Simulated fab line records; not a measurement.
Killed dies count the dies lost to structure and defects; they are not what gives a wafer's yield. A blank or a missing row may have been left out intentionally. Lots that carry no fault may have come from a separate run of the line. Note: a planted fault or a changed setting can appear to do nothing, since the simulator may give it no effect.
One fault seen from 2 desks || flow gf180mcu || numbers are kept per desk, each desk with only its own; the story behind them comes last

THE TOOL OWNER'S DESK: iline-stepper-02
The tool's own readings at GF_VT_IMPLANT_EXPOSE_37 (exposes mask Nwell HV AREA, target cd 860 nm): means of the sampled wafers that have a number, for each lot that ran on this tool. If a lot's mean is further than 4 standard deviations from the usual mean, the lot is out of limits and carries the mark OUT (the distance appears in the brackets).
Columns: A = exposure-dose-mJ-cm2 at GF_VT_IMPLANT_EXPOSE_37, usual 140.03; B = focus-offset-nm at GF_VT_IMPLANT_EXPOSE_37, usual 0.0 nm
{"lot": "L697", "first seen here": "day 10 09:25", "A": 139.93, "B": 0.1}
This desk's finding: nothing out of limits on the one lot.

AT THE METROLOGY DESK
What the gauges read for every lot (on any tool): the sampled wafers with a number, averaged. If a lot's mean is further than 4 standard deviations from the usual mean, the lot is out of limits and carries the mark OUT (the distance appears in the brackets).
Columns: A = VT_IMPLANT_02_OVL at GF_VT_IMPLANT_OVL_MEAS_29, usual 0.3 nm; B = VT_IMPLANT_3_TW at GF_VT_IMPLANT_TW_MEAS_32, usual 266.7
{"lot": "L696", "first seen here": "day 9 16:26", "A": -0.9, "B": 265.5}
{"lot": "L697", "first seen here": "day 10 00:08", "A": 0.7, "B": 269.7}
{"lot": "L702", "first seen here": "day 11 04:32", "A": 0.5, "B": 267.2}
{"lot": "L703", "first seen here": "day 11 12:04", "A": 0.1, "B": 266.6}
{"lot": "L704", "first seen here": "day 11 16:07", "A": -0.4, "B": 266.9}
{"lot": "L705", "first seen here": "day 12 00:08", "A": -0.3, "B": 267.1}
{"lot": "L706", "first seen here": "day 12 03:32", "A": 0.5, "B": 266.4}
Result from this desk: across the 7 lots, nothing is out of limits.

ALL TOGETHER
Nothing out of limits was seen by the tool owner's desk.
Metrology desk: nothing out of limits seen.

WHAT THE SIMULATOR HAD PUT IN
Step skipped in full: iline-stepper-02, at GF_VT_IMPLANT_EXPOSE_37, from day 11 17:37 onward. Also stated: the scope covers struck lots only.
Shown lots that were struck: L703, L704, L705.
